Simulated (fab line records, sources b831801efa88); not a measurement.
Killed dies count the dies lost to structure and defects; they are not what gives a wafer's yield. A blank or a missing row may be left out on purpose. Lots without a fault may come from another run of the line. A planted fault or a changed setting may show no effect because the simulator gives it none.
A struck lot beside a sound one | flow sky130 | 44 out of 708 route steps
Sound: wafers L689.1, L689.3, L689.5. Struck: wafers L691.1, L691.6. (L691.3 of the same lot was not struck and is left out.) The cause comes at the end.
At each step with rows: each side's tool, then ch and its chambers, then its first start. Under that, the readings that differ: sound wafers | struck wafers | difference of the means | sigmas: that difference in standard deviations of wafers without a fault.
alike: readings whose means differ by less than 2 such deviations, and words and numbers that are the same on both sides. not compared: withheld readings, readings that some wafer has no value for, bounds like >300 that may hide the same value, and numbers for which the record gives no deviation and whose values overlap.
Wherever a step has rows on one side only, a row that says differs or no value, or a row with sigmas, the two part there. Numbers that don't overlap but have no deviation are shown without sigmas and don't part them. A reading missing from all wafers of one side parts the sides only when that side holds two or more wafers.

first, 5 steps without rows for these wafers: SKY_VIA3_ETCH_15 (etches SiO2 in C4F8/O2/Ar, stops on TiN, target depth 507 nm, time 78 s); SKY_VIA3_STRIP_16 (strips in O2/N2); SKY_VIA3_STRIP_17 (strips in post etch residue remover, time 1200 s); SKY_VIA3_CLEAN_18 (cleans in IPA, time 180 s); SKY_VIA3_CLEAN_19 (cleans in O3/DIW).
SKY_VIA3_SPUTTER_20: material TiN, target thk 20 nm, time 80 s.
  sound: pvd-sputter-03 at day 41 12:29; struck: pvd-sputter-01 at day 42 16:02
  alike: throttle-valve-pct
SKY_VIA3_CVD_21: deposits W, target thk 390 nm, time 117.31 s.
  sound on cvd-w-01 ch 0,1, day 41 12:32; struck on cvd-w-02 ch 0,1, day 42 16:06
  alike: heater-power-w
SKY_VIA3_RS_MEAS_22: uses a four-point probe to measure.
  sound: film-metro-01 at day 41 12:40; struck: film-metro-01 at day 42 16:13
  alike: VIA3_W_RS
SKY_VIA3_THK_MEAS_23: measures by xrf.
  sound: film-metro-01 at day 41 12:47; struck: film-metro-01 at day 42 16:20
  alike: VIA3_W_THK
SKY_VIA3_CMP_24: polishes, stops on SiO2, t overpolish 20 s, target thk 0 nm.
  sound on cmp-01 ch 0,3, day 41 12:50; struck on cmp-01 ch 0,3, day 42 16:24
  alike: motor-current-A, overpolish-run-s, slurry-flow-ml-min, time-to-endpoint-s
then, 2 steps without rows for these wafers: SKY_METAL4_SPUTTER_00 (material Ti, target thk 15 nm, time 10 s); SKY_METAL4_SPUTTER_01 (material TiN, target thk 20 nm, time 16.7 s).
SKY_METAL4_SPUTTER_02: material AlCu, target thk 735 nm, time 39.1 s.
  sound: pvd-sputter-03 at day 41 13:11; struck: pvd-sputter-04 at day 42 16:45
  reading                                     | sound             | struck      | difference | sigmas
  model.AlCu_of_METAL4_SPUTTER_02.thk-nm (nm) | 730.1 728.1 729.3 | 910.3 913.7 | +182.8     |
  alike: throttle-valve-pct
SKY_METAL4_SPUTTER_03: material Ti, target thk 5 nm, time 3.3 s.
  sound: pvd-sputter-03 at day 41 13:14; struck: pvd-sputter-04 at day 42 16:47
  alike: throttle-valve-pct
then, 2 steps without rows for these wafers: SKY_METAL4_SPUTTER_04 (material TiN, target thk 70 nm, time 58.3 s); SKY_CAP2M_CVD_00 (deposits SiO2, target thk 15.5 nm).
SKY_CAP2M_THK_MEAS_01:
  sound: film-metro-04 at day 41 13:19; struck: film-metro-02 at day 42 16:53
  alike: CAP2M_CVD_00_THK
then, 1 step without rows for these wafers: SKY_CAP2M_SPUTTER_02 (material TiN, target thk 200 nm, time 166.7 s).
SKY_CAP2M_RS_MEAS_03: uses a four-point probe to measure.
  sound: film-metro-02 at day 41 13:31; struck: film-metro-02 at day 42 17:04
  alike: CAP2M_TIN_RS
SKY_CAP2M_THK_MEAS_04: measures by xrf.
  sound: film-metro-02 at day 41 13:38; struck: film-metro-02 at day 42 17:11
  alike: CAP2M_TIN_THK
then, 7 steps without rows for these wafers: SKY_CAP2M_DEHYDRATE_05 (time 60 s); SKY_CAP2M_HMDS_06 (prime time 60 s); SKY_CAP2M_COAT_07 (resist thk 1140 nm); SKY_CAP2M_SOFTBAKE_08 (time 60 s); SKY_CAP2M_EXPOSE_09 (exposes mask CAP2M, target cd 1000 nm); SKY_CAP2M_PEB_10; SKY_CAP2M_DEVELOP_11 (develop time 60 s).
SKY_CAP2M_OVL_MEAS_12:
  sound: overlay-01 at day 42 12:05; struck: overlay-01 at day 43 15:53
  alike: CAP2M_OVL
SKY_CAP2M_METAL_ETCH_13: etches TiN in Cl2/BCl3, stops on SiO2, target depth 220 nm, time 62.9 s.
  sound on rie-metal-02 ch 0,1, day 42 12:07; struck on rie-metal-03 ch 1, day 43 15:55
  alike: drypump-motor-current-A, oes-product-au, rf-fwd-power-W, throttle-valve-pct
  not compared: rf-hours-counter-h
then, 12 steps without rows for these wafers: SKY_CAP2M_STRIP_14 (strips in O2/N2); SKY_CAP2M_STRIP_15 (strips in post etch residue remover, time 1200 s); SKY_CAP2M_CLEAN_16 (cleans in IPA, time 180 s); SKY_CAP2M_CLEAN_17 (cleans in O3/DIW); SKY_METAL4_DEHYDRATE_05 (time 60 s); SKY_METAL4_HMDS_06 (prime time 60 s); SKY_METAL4_COAT_07 (resist thk 60 nm); SKY_METAL4_COAT_08 (resist thk 1140 nm); SKY_METAL4_SOFTBAKE_09 (time 90 s); SKY_METAL4_EXPOSE_10 (exposes mask MM4, target cd 300 nm); SKY_METAL4_PEB_11; SKY_METAL4_DEVELOP_12 (develop time 60 s).
SKY_METAL4_CD_MEAS_13: target cd 300 nm.
  sound: cd-sem-02 at day 43 12:01; struck: cd-sem-02 at day 44 14:32
  alike: cd-nm
SKY_METAL4_METAL_ETCH_18: etches the open film in Cl2/BCl3, stops on SiO2, target depth 845 nm, time 183.1 s.
  sound on rie-metal-02 ch 0, day 43 12:19; struck on rie-metal-04 ch 0, day 44 14:50
  reading               | sound             | struck      | difference | sigmas
  oes-product-au (a.u.) | 0.857 0.867 0.861 | 0.969 0.966 | +0.106     | +18
  rf-fwd-power-W (W)    | 901 901 904       | 893 892     | -10        | -3
  alike: drypump-motor-current-A, throttle-valve-pct
  not compared: rf-hours-counter-h
-- the record jumps here: 4 days lie between the struck wafers' starts before and after (it left off in module METAL4 and takes up again in module PAD_OPEN, whose first step shown is number 708 of the route) --
SKY_PAD_OPEN_PROBE_99:
  sound: prober-01 at day 47 06:17; struck: prober-02 at day 48 06:58
  reading                               | sound                   | struck          | difference | sigmas
  killed-at-contacts                    | 16 22 19                | 30 31           | +12        | +2
  model.etest.met4-comb.leak-log10-a-um | -12.09 -12.07 -11.89    | -11.08 -10.8    | +1.08      |
  model.etest.met4.line-ohm-um          | 0.1438 0.148 0.1466     | 0.1108 0.1118   | -0.0348    |
  model.etest.met4.rs-ohm-sq            | 0.04288 0.04306 0.04315 | 0.03426 0.03435 | -0.00872   |
  alike: defect-limited-yield, killed_at_M0_to_M3, killed_at_M4_up, killed-at-front-end, killed-at-other, killed-dies, killed-open, killed-short
  not compared: model.etest.tester.sort_bin_8_pct

== WHERE THEY PART ==
Last at SKY_PAD_OPEN_PROBE_99 as far as this record goes, first at SKY_METAL4_METAL_ETCH_18.

WHY: whatever the simulator had introduced
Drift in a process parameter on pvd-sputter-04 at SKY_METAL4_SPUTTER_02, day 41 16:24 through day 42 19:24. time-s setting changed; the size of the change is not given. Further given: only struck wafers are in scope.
